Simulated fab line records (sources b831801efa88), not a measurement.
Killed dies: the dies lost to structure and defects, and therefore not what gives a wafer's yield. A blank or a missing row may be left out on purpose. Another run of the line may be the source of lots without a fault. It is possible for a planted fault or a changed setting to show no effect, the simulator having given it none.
Matching of chambers | flow sky130 | 3 sister chambers for SKY_PASSIVATION_CVD_00 on pecvd-02
The step deposits SiO2, target thk 90 nm. 20 wafers are shown with their chamber, then 10 later ones without.

## EACH WAFER AND ITS CHAMBER
wafer  | chamber | heater_power_w (W)
L075.3 | 1       | 759
L075.4 | 1       | 772
L075.6 | 2       | 618
L076.1 | 1       | 807
L076.2 | 2       | 615
L076.3 | 2       | 625
L077.2 | 2       | 650
L077.4 | 1       | 775
L077.5 | 0       | 663
L079.4 | 0       | 767
L079.5 | 1       | 799
L079.6 | 2       | 565
L081.2 | 1       | 724
L081.4 | 2       | 672
L081.6 | 0       | 720
L084.1 | 1       | 759
L084.4 | 2       | 593
L084.6 | 0       | 743
L087.2 | 2       | 651
L087.3 | 2       | 702

SIGNATURES, as means of the wafers listed above
reading        | chamber 0 | chamber 1 | chamber 2 | scatter within a chamber
heater_power_w | 723.25    | 770.71    | 632.33    | 37.8
Rule: distance of a wafer from a chamber = root of the sum over the readings of ((wafer's reading minus chamber's mean) / reading's scatter) squared. The wafer belongs to the nearest chamber; if the next one is less than 2 further off, it can't be placed. How the scatter is found: for the shown wafers, subtract from each reading the mean of its chamber, square and add these, divide the total by (wafers less chambers), then take the root.

## WAFERS WHOSE CHAMBER IS MISSING
wafer  | heater_power_w (W)
L087.6 | 690
L088.1 | 675
L088.2 | 589
L088.6 | 761
L091.1 | 664
L091.2 | 682
L091.6 | 652
L096.1 | 635
L096.2 | 691
L096.6 | 541

## WHICH CHAMBER EACH WENT THROUGH
wafer  | from the rows above          | in truth
L087.6 | can't be placed: 0 or 2 or 1 | 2
L088.1 | can't be placed: 2 or 0 or 1 | 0
L088.2 | 2                            | 2
L088.6 | can't be placed: 1 or 0      | 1
L091.1 | can't be placed: 2 or 0 or 1 | 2
L091.2 | can't be placed: 0 or 2 or 1 | 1
L091.6 | can't be placed: 2 or 0      | 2
L096.1 | 2                            | 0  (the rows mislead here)
L096.2 | can't be placed: 0 or 2 or 1 | 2
L096.6 | 2                            | 2
2 of 10 placed correctly. Cannot be placed on the basis of these rows: 7; the candidates contain the true chamber in 7. 1 placed wrongly.
